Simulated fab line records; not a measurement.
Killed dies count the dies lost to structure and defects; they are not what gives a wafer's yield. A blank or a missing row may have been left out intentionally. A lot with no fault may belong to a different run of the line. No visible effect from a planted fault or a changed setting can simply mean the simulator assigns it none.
A single fault, viewed from 2 desks :: flow gf180mcu :: numbers are kept per desk, each desk with only its own; the story behind them comes last

== FOR THE TOOL OWNER'S DESK: rie-si-01 ==
The tool's own readings at GF_STI_ETCH_14 (etches Si in HBr/Cl2/O2, target depth 360 nm, time 102.9 s): means of the sampled wafers that have a number, for each lot that ran on this tool. Marked OUT: a lot whose mean sits more than 4 standard deviations from the usual mean, which makes it out of limits; the brackets give that distance.
Columns: A = drypump-motor-current-A at GF_STI_ETCH_14, usual 5.5 A; B = oes-product-au at GF_STI_ETCH_14, usual 1.007 a.u.; C = rf-fwd-power-W at GF_STI_ETCH_14, usual 596.8 W; D = throttle-valve-pct at GF_STI_ETCH_14, usual 25.652 %
lot: L295
first seen here: day 2 02:43
A: 5.6
B: 1.014
C: 596.6
D: 25.649

lot: L299
first seen here: day 2 22:49
A: 5.6
B: 1.009
C: 596.7
D: 25.651

lot: L300
first seen here: day 3 04:22
A: 5.5
B: 0.994
C: 564.2 (-15) OUT
D: 25.658

lot: L302
first seen here: day 3 14:10
A: 5.3
B: 0.991
C: 565.0 (-14) OUT
D: 25.666
This desk finds L300, L302 out of limits, L300 being first, at day 3 04:22 (rf-fwd-power-W at GF_STI_ETCH_14). In limits: L295, L299.

== FROM THE METROLOGY DESK ==
Lot by lot, what the gauges showed, no matter which tool ran the lot: averages of those sampled wafers that carry a number. Marked OUT: a lot whose mean sits more than 4 standard deviations from the usual mean, which makes it out of limits; the brackets give that distance.
Columns: A = STI_OXIDATION_THK at GF_STI_THK_MEAS_02, usual 10.04 nm; B = STI_CVD_03_THK at GF_STI_THK_MEAS_04, usual 207.0 nm; C = cd-nm at GF_STI_CD_MEAS_12, usual 220.0 nm
lot: L295
first seen here: day 1 12:32
A: 10.06
B: 203.1
C: 218.3

lot: L299
first seen here: day 2 08:14
A: 10.32
B: 207.9
C: 221.3

lot: L300
first seen here: day 2 13:10
A: 10.16
B: 207.3
C: 218.8

lot: L302
first seen here: day 2 23:24
A: 9.94
B: 207.6
C: 219.4

lot: L303
first seen here: day 3 04:22
A: 10.25
B: 205.5
C: 220.3

lot: L313
first seen here: day 5 05:31
A: 10.08
B: 210.0
C: 220.1
Finding of this desk: none of the 6 lots has anything out of limits.

== TAKEN TOGETHER ==
The tool owner's desk could have raised an alarm at day 3 04:22, on L300, L302.
The metrology desk saw nothing out of limits.
The metrology desk has L300, L302 on record, within its limits.
Every lot named ran GF_STI_ETCH_14 on rie-si-01.

== WHAT THE SIMULATOR PUT IN ==
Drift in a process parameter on rie-si-01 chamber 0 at GF_STI_ETCH_14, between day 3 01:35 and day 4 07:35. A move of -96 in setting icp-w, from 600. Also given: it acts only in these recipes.
Struck lots among those shown: L300, L302.
How many hours passed from the start of the fault until each desk's first out-of-limits reading: the tool owner's desk, 3.
